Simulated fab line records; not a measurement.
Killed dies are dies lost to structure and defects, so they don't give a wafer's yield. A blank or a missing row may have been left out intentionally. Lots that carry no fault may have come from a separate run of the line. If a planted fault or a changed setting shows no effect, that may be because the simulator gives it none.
fab line records	flow sky130	part 1 of 2: steps 1 to 31 of 41
[record] lots = 5	wafers = 15	lastDay = 50
route steps=708 shown CAP2M@618 METAL4@621 VIA4@639
lots that met no fault: taken from a fault-free run of the same line
startH: the number of hours between the record's first day and the start of the first shown wafer of the lot	waitH: hours since the lot's step before	" same as the row above	L1.1+2: a single row standing in for several wafers	- no value, or no start was given	* or withheld: withheld	< > ~ a bound
route shown NAME@n: names a module that has steps shown in the file, with the first one's number in the route	usual: mean and standard deviation over wafers with no fault	same: alike in all rows	chamber/n: place in a boat	sites: per-site readings	_std_site: their standard deviation	_edge_site: mean of outer sites minus mean of inner sites	radiusMm: how far each site lies from the wafer's centre	mask NAME#n: copy n	behind: the tool/chamber that last shaped the wafer	hold: why the lot was held/for how many hours/how that ended	device: whichever transistor did not switch (one of n, p or np)	end of line: at the end of the route, the tests of the same wafers	step lacking rows: just its recipe	killed: the dies lost at the first sort to structure and to defects; this is not the yield of the wafer	map: dies across one wafer; x = killed, . = not, _ = none there
set.NAME: the setting that was run; set.NAME@STEP: the one run at that earlier step	model.NAME: the simulator's own value behind a step, which no gauge read
lots at some steps of the route; a table a step, a row a wafer
services: when a tool's chamber went out of use (startH, in hours from the record's first day, below 0 if earlier), for how many hours, and the reason
[[steps]]
[step SKY_CAP2M_STRIP_15]
[recipe] chemistry = postEtchResidueRemover	timeS = 1200	tempC = 72.5
lot.wafer	tool	chamber	startH	waitH
L074.1+4+5	wetBench-01	0	971.81	0.1
L080.2+4+5	wetBench-01	0	1021.78	0.1
L088.1+2+5	wetBench-02	0	1059.12	0.1
L092.1+2+6	wetBench-01	0	1075.81	0.1
L096.1+2+6	wetBench-02	3	1102.41	0.1
[step SKY_CAP2M_CLEAN_16]
[recipe] chemistry = IPA	timeS = 180	tempC = 25
lot.wafer	tool	chamber	startH	waitH
L074.1+4+5	wetBench-03	1	972.15	0.0
L080.2+4+5	wetBench-03	0	1022.16	0.0
L088.1+2+5	wetBench-01	0	1059.46	0.0
L092.1+2+6	wetBench-03	3	1076.15	0.0
L096.1+2+6	wetBench-01	0	1102.78	0.0
[step SKY_CAP2M_CLEAN_17]
[recipe] chemistry = O3/DIW	dry = n2Spin
lot.wafer	tool	chamber	startH	waitH
L074.1+4+5	wetBench-01	3	972.21	0.0
L080.2+4+5	wetBench-02	3	1022.22	0.0
L088.1+2+5	wetBench-03	0	1059.52	0.0
L092.1+2+6	wetBench-01	0	1076.21	0.0
L096.1+2+6	wetBench-02	1	1102.84	0.0
[step SKY_METAL4_DEHYDRATE_05]
[recipe] tempC = 200	timeS = 60
[usual] plateTempC = 199.98/0.16
lot.wafer	tool	chamber	startH	waitH	plateTempC
L074.1	lithoTrack-03	0	983.33	11.0	200.10
L074.4	"	0	"	"	200.04
L074.5	"	0	"	"	199.94
L080.2	lithoTrack-04	0	1033.68	11.4	199.86
L080.4	"	0	"	"	199.82
L080.5	"	0	"	"	199.94
L088.1	lithoTrack-03	0	1069.13	9.5	199.98
L088.2	"	0	"	"	199.98
L088.5	"	0	"	"	200.07
L092.1	lithoTrack-04	0	1086.81	10.5	200.07
L092.2	"	0	"	"	199.89
L092.6	"	0	"	"	199.96
L096.1	lithoTrack-03	0	1112.18	9.2	199.80
L096.2	"	0	"	"	199.79
L096.6	"	0	"	"	199.81
[step SKY_METAL4_HMDS_06]
[recipe] primeTimeS = 60	primeTempC = 120
lot.wafer	tool	chamber	startH	waitH
L074.1+4+5	lithoTrack-03	0	983.48	0.1
L080.2+4+5	lithoTrack-04	0	1033.83	0.1
L088.1+2+5	lithoTrack-03	0	1069.28	0.1
L092.1+2+6	lithoTrack-04	0	1086.96	0.1
L096.1+2+6	lithoTrack-03	0	1112.33	0.1
[step SKY_METAL4_COAT_07]
[recipe] resist = BARC	tempC = withheld	timeS = withheld	spinRpm = 3000	resistThkNm = 60
lot.wafer	tool	chamber	startH	waitH
L074.1+4+5	lithoTrack-03	0	983.63	0.1
L080.2+4+5	lithoTrack-04	0	1033.98	0.1
L088.1+2+5	lithoTrack-03	0	1069.43	0.1
L092.1+2+6	lithoTrack-04	0	1087.11	0.1
L096.1+2+6	lithoTrack-03	0	1112.48	0.1
[step SKY_METAL4_COAT_08]
[recipe] resist = KrF-thick	spinRpm = 3000	resistThkNm = 1140
lot.wafer	tool	chamber	startH	waitH
L074.1+4+5	lithoTrack-03	0	-	-
L080.2+4+5	lithoTrack-04	0	-	-
L088.1+2+5	lithoTrack-03	0	-	-
L092.1+2+6	lithoTrack-04	0	-	-
L096.1+2+6	lithoTrack-03	0	-	-
[step SKY_METAL4_SOFTBAKE_09]
[recipe] tempC = 100	timeS = 90	resist = KrF-thick
[usual] plateTempC = 99.98/0.13
lot.wafer	tool	chamber	startH	waitH	plateTempC
L074.1	lithoTrack-03	0	-	-	99.94
L074.4	"	0	"	"	99.94
L074.5	"	0	"	"	100.08
L080.2	lithoTrack-04	0	-	-	99.97
L080.4	"	0	"	"	99.87
L080.5	"	0	"	"	99.90
L088.1	lithoTrack-03	0	-	-	99.94
L088.2	"	0	"	"	100.18
L088.5	"	0	"	"	100.16
L092.1	lithoTrack-04	0	-	-	99.87
L092.2	"	0	"	"	99.84
L092.6	"	0	"	"	99.91
L096.1	lithoTrack-03	0	-	-	100.03
L096.2	"	0	"	"	100.16
L096.6	"	0	"	"	100.19
[step SKY_METAL4_EXPOSE_10]
[recipe] maskId = MM4	na = 0.68	sourceShape = annular	sigmaInner = 0.4	sigmaOuter = 0.8	targetCdNm = 300	doseMj = 28
lot.wafer	tool	chamber	startH	waitH	mask
L074.1+4+5	krfScanner-02	0	-	-	MM4#0
L080.2+4+5	krfScanner-02	0	-	-	MM4#0
L088.1+2+5	krfScanner-01	0	-	-	MM4#0
L092.1+2+6	krfScanner-01	0	-	-	MM4#0
L096.1+2+6	krfScanner-02	0	-	-	MM4#0
[step SKY_METAL4_PEB_11]
[recipe] pebTempC = withheld	pebTimeS = withheld	resist = KrF-thick
lot.wafer	tool	chamber	startH	waitH
L074.1+4+5	lithoTrack-02	0	-	-
L080.2+4+5	lithoTrack-03	0	-	-
L088.1+2+5	lithoTrack-04	0	-	-
L092.1+2+6	lithoTrack-02	0	-	-
L096.1+2+6	lithoTrack-04	0	-	-
[step SKY_METAL4_DEVELOP_12]
[recipe] developTimeS = 60	resist = KrF-thick	devTempC = 21
[usual] developerTempC = 20.98/0.12
lot.wafer	tool	chamber	startH	waitH	developerTempC
L074.1	lithoTrack-02	0	-	-	21.02
L074.4	"	0	"	"	20.95
L074.5	"	0	"	"	21.11
L080.2	lithoTrack-03	0	-	-	20.93
L080.4	"	0	"	"	20.97
L080.5	"	0	"	"	21.18
L088.1	lithoTrack-04	0	-	-	21.08
L088.2	"	0	"	"	21.10
L088.5	"	0	"	"	20.99
L092.1	lithoTrack-02	0	-	-	20.86
L092.2	"	0	"	"	20.98
L092.6	"	0	"	"	21.05
L096.1	lithoTrack-04	0	-	-	20.85
L096.2	"	0	"	"	20.87
L096.6	"	0	"	"	20.87
[step SKY_METAL4_CD_MEAS_13]
[recipe] targetCdNm = 300
[usual] cdNm = 300.1/1.2
lot.wafer	tool	chamber	startH	waitH	cdNm
L074.1	cdSem-01	-	995.78	-	299.8
L074.4	"	-	"	"	300.9
L074.5	"	-	"	"	298.6
L080.2	cdSem-01	-	1045.40	-	301.3
L080.4	"	-	"	"	300.6
L080.5	"	-	"	"	303.5
L088.1	cdSem-02	-	1080.41	-	299.5
L088.2	"	-	"	"	300.3
L088.5	"	-	"	"	299.2
L092.1	cdSem-01	-	1097.79	-	300.8
L092.2	"	-	"	"	300.7
L092.6	"	-	"	"	301.0
L096.1	cdSem-02	-	1122.26	-	297.5
L096.2	"	-	"	"	297.6
L096.6	"	-	"	"	298.6
[step SKY_METAL4_OVL_MEAS_14]
[usual] METAL4_OVL = 1/6.5
lot.wafer	tool	chamber	startH	waitH	METAL4_OVL[nm]
L074.1	overlay-01	-	995.90	0.1	3
L074.4	"	-	"	"	10
L074.5	"	-	"	"	2
L080.2	overlay-02	-	1045.51	0.1	-6
L080.4	"	-	"	"	2
L080.5	"	-	"	"	-4
L088.1	overlay-01	-	1080.53	0.1	6
L088.2	"	-	"	"	3
L088.5	"	-	"	"	5
L092.1	overlay-02	-	1097.91	0.1	-6
L092.2	"	-	"	"	-6
L092.6	"	-	"	"	-3
L096.1	overlay-02	-	1122.38	0.1	1
L096.2	"	-	"	"	2
L096.6	"	-	"	"	6
[step SKY_METAL4_DESCUM_15]
[recipe] chemistry = O2	sourcePowerW = 150	biasPowerW = 0	pressureMtorr = 10	tempC = 40	timeS = 8
[usual] drypumpMotorCurrentA = 5.6/0.35	oesProductAu = 1.000/0.011
lot.wafer	tool	chamber	startH	waitH	drypumpMotorCurrentA	oesProductAu	rfHoursCounterH
L074.1	rieMetal-04	1	995.93	0.0	5.7	0.978	3
L074.4	"	0	"	"	5.9	0.988	-
L074.5	"	0	"	"	5.9	0.986	-
L080.2	rieMetal-04	0	1045.54	0.0	5.9	1.000	19
L080.4	"	1	"	"	5.7	0.993	-
L080.5	"	0	"	"	5.9	1.003	-
L088.1	rieMetal-03	0	1080.56	0.0	5.9	0.997	9
L088.2	"	1	"	"	5.7	0.995	16
L088.5	"	1	"	"	5.7	0.996	-
L092.1	rieMetal-04	1	1097.95	0.0	5.7	0.998	10
L092.2	"	0	"	"	5.9	0.996	22
L092.6	"	0	"	"	5.9	1.003	-
L096.1	rieMetal-04	0	1122.41	0.0	5.9	0.997	24
L096.2	"	1	"	"	5.7	0.986	11
L096.6	"	0	"	"	5.9	0.999	-
[step SKY_METAL4_ETCH_16]
[recipe] chemistry = N2/H2	target = BARC	ionEnergyEv = 200	biasW = 100	pressureMtorr = 30	n2FlowSccm = 100	h2FlowSccm = 200	icpW = 500	stopOn = SiO2	timeS = 88.2	targetDepthA = 600
[usual] drypumpMotorCurrentA = 5.6/0.35	oesProductAu = 0.626/0.0045	throttleValvePct = 13.204/0.009
lot.wafer	tool	chamber	startH	waitH	drypumpMotorCurrentA	oesProductAu	rfHoursCounterH	throttleValvePct
L074.1	rieMetal-04	1	995.96	0.0	5.7	0.623	3	13.194
L074.4	"	0	"	"	5.9	0.621	-	13.205
L074.5	"	0	"	"	5.9	0.635	-	13.212
L080.2	rieMetal-04	0	1045.57	0.0	5.9	0.618	19	13.206
L080.4	"	1	"	"	5.7	0.623	-	13.198
L080.5	"	0	"	"	5.9	0.635	-	13.200
L088.1	rieMetal-03	0	1080.59	0.0	6.0	0.626	9	13.194
L088.2	"	1	"	"	5.7	0.626	16	13.198
L088.5	"	1	"	"	5.7	0.629	-	13.198
L092.1	rieMetal-04	1	1097.98	0.0	5.7	0.627	10	13.190
L092.2	"	0	"	"	5.9	0.628	22	13.213
L092.6	"	0	"	"	5.9	0.620	-	13.193
L096.1	rieMetal-04	0	1122.44	0.0	5.9	0.620	24	13.198
L096.2	"	1	"	"	5.7	0.626	11	13.219
L096.6	"	0	"	"	5.9	0.622	-	13.195
[step SKY_METAL4_ETCH_17]
[recipe] target = SiO2	stopOn = TiN	chemistry = C4F8/O2/Ar	sourceW = 1500	biasW = 1200	pressureMtorr = 40	c4f8FlowSccm = withheld	O2_flow_sccm = 6	Ar_flow_sccm = 300	timeS = 3.9	targetDepthA = 150
[usual] oesProductAu = 0.755/0.008
lot.wafer	tool	chamber	startH	waitH	oesProductAu
L074.1	rieDiel-04	2	996.06	0.1	0.750
L074.4	"	1	"	"	0.754
L074.5	"	2	"	"	0.759
L080.2	rieDiel-04	1	1045.67	0.1	0.753
L080.4	"	1	"	"	0.758
L080.5	"	3	"	"	0.753
L088.1	rieDiel-01	3	1080.69	0.1	0.749
L088.2	"	2	"	"	0.765
L088.5	"	3	"	"	0.762
L092.1	rieDiel-02	2	1098.08	0.1	0.764
L092.2	"	0	"	"	0.762
L092.6	"	3	"	"	0.774
L096.1	rieDiel-02	0	1122.54	0.1	0.749
L096.2	"	1	"	"	0.746
L096.6	"	1	"	"	0.758
[step SKY_METAL4_METAL_ETCH_18]
[recipe] targetDepthA = 8450	stopOn = SiO2	overEtchFrac = 0.3	timeS = 183.1	chemistry = Cl2/BCl3	resistSidewallDeg = 88	pressureMtorr = 10	icpW = 900	biasW = 48.5	Cl2_flow_sccm = 60	bcl3FlowSccm = 30
[usual] bcl3FlowSccm = 30.01/0.085	drypumpMotorCurrentA = 5.6/0.39	oesProductAu = 0.868/0.0065	throttleValvePct = 22.263/0.0093
[same] overEtchFrac = 0.3
lot.wafer	tool	chamber	startH	waitH	bcl3FlowSccm	drypumpMotorCurrentA	oesProductAu	rfHoursCounterH	throttleValvePct
L074.1	rieMetal-01	0	996.08	0.0	29.85	5.9	0.860	4	22.269
L074.4	"	0	"	"	30.02	5.9	0.856	-	22.260
L074.5	"	1	"	"	30.05	5.0	0.868	-	22.272
L080.2	rieMetal-03	0	1045.69	0.0	29.94	5.9	0.863	6	22.264
L080.4	"	1	"	"	30.02	5.6	0.866	-	22.267
L080.5	"	1	"	"	30.07	5.6	0.864	-	22.271
L088.1	rieMetal-01	1	1080.71	0.0	29.92	5.0	0.869	17	22.265
L088.2	"	1	"	"	29.99	4.9	0.858	-	22.255
L088.5	"	1	"	"	29.96	4.9	0.875	-	22.261
L092.1	rieMetal-01	0	1098.10	0.0	30.03	5.9	0.868	9	22.269
L092.2	"	1	"	"	30.06	5.0	0.866	19	22.248
L092.6	"	1	"	"	30.07	5.0	0.872	-	22.272
L096.1	rieMetal-01	0	1122.56	0.0	30.02	5.9	0.859	11	22.266
L096.2	"	1	"	"	29.81	5.0	0.866	22	22.266
L096.6	"	1	"	"	29.93	5.0	0.864	-	22.267
[step SKY_METAL4_STRIP_19]
[recipe] chemistry = O2/N2	powerW = 1400	pressureMtorr = 1500	platenTempC = withheld	o2FlowSccm = 3000	n2FlowSccm = 300	overashFraction = 0.5
[usual] drypumpMotorCurrentA = 5.9/0.45	oesProductAu = 0.501/0.0051	stripTimeToEndpointS = 6.50/0.078
lot.wafer	tool	chamber	startH	waitH	drypumpMotorCurrentA	oesProductAu	rfHoursCounterH	stripTimeToEndpointS
L074.1	plasmaAsher-03	1	996.26	0.1	5.6	0.498	51	6.52
L074.4	"	1	"	"	5.6	0.502	-	6.57
L074.5	"	0	"	"	6.0	0.500	-	6.59
L080.2	plasmaAsher-04	0	1045.86	0.1	6.6	0.506	88	6.53
L080.4	"	0	"	"	6.6	0.501	-	6.49
L080.5	"	1	"	"	5.4	0.502	-	6.54
L088.1	plasmaAsher-04	1	1081.07	0.3	5.4	0.496	92	6.44
L088.2	"	0	"	"	6.6	0.503	92	6.47
L088.5	"	0	"	"	6.6	0.505	-	6.45
L092.1	plasmaAsher-01	0	1098.28	0.1	5.7	0.498	4	6.54
L092.2	"	1	"	"	5.9	0.493	4	6.42
L092.6	"	0	"	"	5.7	0.499	-	6.44
L096.1	plasmaAsher-04	1	1122.74	0.1	5.4	0.499	96	6.54
L096.2	"	0	"	"	6.6	0.503	96	6.42
L096.6	"	1	"	"	5.4	0.494	-	6.38
[step SKY_METAL4_STRIP_20]
[recipe] chemistry = postEtchResidueRemover	timeS = 1200	tempC = 72.5
lot.wafer	tool	chamber	startH	waitH
L074.1+4+5	wetBench-03	3	996.36	0.1
L080.2+4+5	wetBench-04	3	1045.96	0.1
L088.1+2+5	wetBench-03	0	1081.17	0.1
L092.1+2+6	wetBench-03	3	1098.38	0.1
L096.1+2+6	wetBench-03	3	1122.84	0.1
[step SKY_METAL4_CLEAN_21]
[recipe] chemistry = IPA	timeS = 180	tempC = 25
lot.wafer	tool	chamber	startH	waitH
L074.1+4+5	wetBench-04	2	996.70	0.0
L080.2+4+5	wetBench-03	0	1046.31	0.0
L088.1+2+5	wetBench-04	1	1081.51	0.0
L092.1+2+6	wetBench-02	0	1099.19	0.1
L096.1+2+6	wetBench-02	0	1123.18	0.0
[step SKY_METAL4_CLEAN_22]
[recipe] chemistry = O3/DIW	dry = n2Spin
lot.wafer	tool	chamber	startH	waitH
L074.1+4+5	wetBench-02	2	996.76	0.0
L080.2+4+5	wetBench-04	0	1046.36	0.0
L088.1+2+5	wetBench-02	1	1081.57	0.0
L092.1+2+6	wetBench-02	0	1099.25	0.0
L096.1+2+6	wetBench-04	0	1123.24	0.0
[step SKY_VIA4_HDPCVD_00]
[recipe] material = SiO2	targetThkNm = 1750	sigmaOpenFrac = 0.3	timeS = 291.7	tempC = 400	sih4FlowSccm = 60	pressureMtorr = 6
lot.wafer	tool	chamber	startH	waitH
L074.1+4+5	hdpcvd-01	2,2,1	996.85	0.0
L080.2+4+5	hdpcvd-02	2,2,0	1046.46	0.0
L088.1+2+5	hdpcvd-01	2,1,1	1081.66	0.0
L092.1+2+6	hdpcvd-01	2,0,2	1099.37	0.0
L096.1+2+6	hdpcvd-02	1,0,1	1123.33	0.0
[step SKY_VIA4_THK_MEAS_01]
[recipe] reads = SiO2_of_VIA4_HDPCVD_00
[usual] VIA4_HDPCVD_THK = 1748/17
lot.wafer	tool	chamber	startH	waitH	VIA4_HDPCVD_THK[nm]
L074.1	filmMetro-01	-	997.03	0.1	1763
L074.4	"	-	"	"	1738
L074.5	"	-	"	"	1753
L080.2	filmMetro-01	-	1046.64	0.1	1769
L080.4	"	-	"	"	1790
L080.5	"	-	"	"	1738
L088.1	filmMetro-03	-	1081.84	0.1	1753
L088.2	"	-	"	"	1745
L088.5	"	-	"	"	1761
L092.1	filmMetro-03	-	1099.55	0.1	1721
L092.2	"	-	"	"	1730
L092.6	"	-	"	"	1743
L096.1	filmMetro-03	-	1123.51	0.1	1756
L096.2	"	-	"	"	1743
L096.6	"	-	"	"	1763
[step SKY_VIA4_CMP_02]
[recipe] material = SiO2	downForcePsi = 4	platenRpm = 60	padVelocityMS = 0.94248
[usual] edgeZonePressureFrac = 1.000/0.0049	motorCurrentA = 11.8/1.2	slurryFlowMlMin = 150.0/0.45
lot.wafer	tool	chamber	startH	waitH	edgeZonePressureFrac	motorCurrentA	slurryFlowMlMin
L074.4	cmp-02	3	997.19	0.1	1.005	10.8	150.0
L074.1	"	0	"	"	1.002	11.6	150.0
L074.5	"	2	"	"	0.993	12.8	149.9
L080.2	cmp-01	0	1046.79	0.1	0.999	10.5	150.3
L080.4	"	1	"	"	1.004	12.0	149.6
L080.5	"	2	"	"	1.001	11.7	149.5
L088.2	cmp-01	1	1081.90	0.0	0.999	12.1	151.1
L088.1	"	3	"	"	1.002	13.7	150.2
L088.5	"	1	"	"	0.991	12.0	150.7
L092.2	cmp-02	1	1099.83	0.3	1.004	9.5	150.3
L092.1	"	2	"	"	1.000	12.3	149.2
L092.6	"	0	"	"	1.000	11.7	150.0
L096.1	cmp-02	2	1123.57	0.1	0.996	12.2	149.8
L096.2	"	3	"	"	0.998	11.7	149.7
L096.6	"	3	"	"	0.998	11.3	149.6
[step SKY_VIA4_BOW_MEAS_03]
[recipe] mode = bow
[usual] VIA4_BOW = 80/8.1
lot.wafer	tool	chamber	startH	waitH	VIA4_BOW[um]
L074.1	filmMetro-01	-	997.39	0.1	96
L074.4	"	-	"	"	93
L074.5	"	-	"	"	78
L080.2	filmMetro-03	-	1047.01	0.2	80
L080.4	"	-	"	"	79
L080.5	"	-	"	"	73
L088.1	filmMetro-04	-	1082.20	0.1	83
L088.2	"	-	"	"	77
L088.5	"	-	"	"	79
L092.1	filmMetro-03	-	1100.03	0.1	73
L092.2	"	-	"	"	76
L092.6	"	-	"	"	81
L096.1	filmMetro-04	-	1123.87	0.2	71
L096.2	"	-	"	"	76
L096.6	"	-	"	"	76
[step SKY_VIA4_DEHYDRATE_04]
[recipe] tempC = 200	timeS = 60
[usual] plateTempC = 200.04/0.17
lot.wafer	tool	chamber	startH	waitH	plateTempC
L074.1	lithoTrack-04	0	1008.26	10.8	200.26
L074.4	"	0	"	"	200.14
L074.5	"	0	"	"	199.90
L080.2	lithoTrack-01	0	1057.65	10.6	200.48
L080.4	"	0	"	"	200.06
L080.5	"	0	"	"	200.10
L088.1	lithoTrack-01	0	1092.37	10.2	200.04
L088.2	"	0	"	"	199.90
L088.5	"	0	"	"	199.67
L092.1	lithoTrack-03	0	1109.63	9.6	200.17
L092.2	"	0	"	"	200.16
L092.6	"	0	"	"	199.97
L096.1	lithoTrack-01	0	1133.52	9.6	200.37
L096.2	"	0	"	"	200.50
L096.6	"	0	"	"	200.14
[step SKY_VIA4_HMDS_05]
[recipe] primeTimeS = 60	primeTempC = 120
lot.wafer	tool	chamber	startH	waitH
L074.1+4+5	lithoTrack-04	0	1008.41	0.1
L080.2+4+5	lithoTrack-01	0	1057.80	0.1
L088.1+2+5	lithoTrack-01	0	1092.52	0.1
L092.1+2+6	lithoTrack-03	0	1109.78	0.1
L096.1+2+6	lithoTrack-01	0	1133.67	0.1
[step SKY_VIA4_COAT_06]
[recipe] resist = NOVOLAK	spinRpm = 3000	resistThkNm = 1140
lot.wafer	tool	chamber	startH	waitH
L074.1+4+5	lithoTrack-04	0	1008.56	0.1
L080.2+4+5	lithoTrack-01	0	1057.95	0.1
L088.1+2+5	lithoTrack-01	0	1092.67	0.1
L092.1+2+6	lithoTrack-03	0	1109.93	0.1
L096.1+2+6	lithoTrack-01	0	1133.82	0.1
[step SKY_VIA4_SOFTBAKE_07]
[recipe] tempC = 90	timeS = 60	resist = NOVOLAK
[usual] plateTempC = 89.97/0.11
lot.wafer	tool	chamber	startH	waitH	plateTempC
L074.1	lithoTrack-04	0	1008.71	0.1	90.01
L074.4	"	0	"	"	89.92
L074.5	"	0	"	"	89.86
L080.2	lithoTrack-01	0	1058.10	0.1	90.15
L080.4	"	0	"	"	90.04
L080.5	"	0	"	"	90.00
L088.1	lithoTrack-01	0	1092.82	0.1	90.15
L088.2	"	0	"	"	90.22
L088.5	"	0	"	"	90.09
L092.1	lithoTrack-03	0	1110.08	0.1	89.93
L092.2	"	0	"	"	90.03
L092.6	"	0	"	"	90.04
L096.1	lithoTrack-01	0	1133.97	0.1	90.02
L096.2	"	0	"	"	90.11
L096.6	"	0	"	"	89.95
[step SKY_VIA4_EXPOSE_08]
[recipe] maskId = VIM4	na = 0.6	sourceShape = conventional	sigmaOuter = 0.6	polarization = unpolarized	targetCdNm = 800	doseMj = 132
lot.wafer	tool	chamber	startH	waitH	mask
L074.1+4+5	ilineStepper-01	0	-	-	VIM4#0
L080.2+4+5	ilineStepper-02	0	-	-	VIM4#0
L088.1+2+5	ilineStepper-01	0	-	-	VIM4#0
L092.1+2+6	ilineStepper-01	0	-	-	VIM4#0
L096.1+2+6	ilineStepper-02	0	-	-	VIM4#0
[step SKY_VIA4_PEB_09]
[recipe] tempC = withheld	timeS = *	resist = NOVOLAK
lot.wafer	tool	chamber	startH	waitH
L074.1+4+5	lithoTrack-03	0	-	-
L080.2+4+5	lithoTrack-04	0	-	-
L088.1+2+5	lithoTrack-04	0	-	-
L092.1+2+6	lithoTrack-03	0	-	-
L096.1+2+6	lithoTrack-04	0	-	-
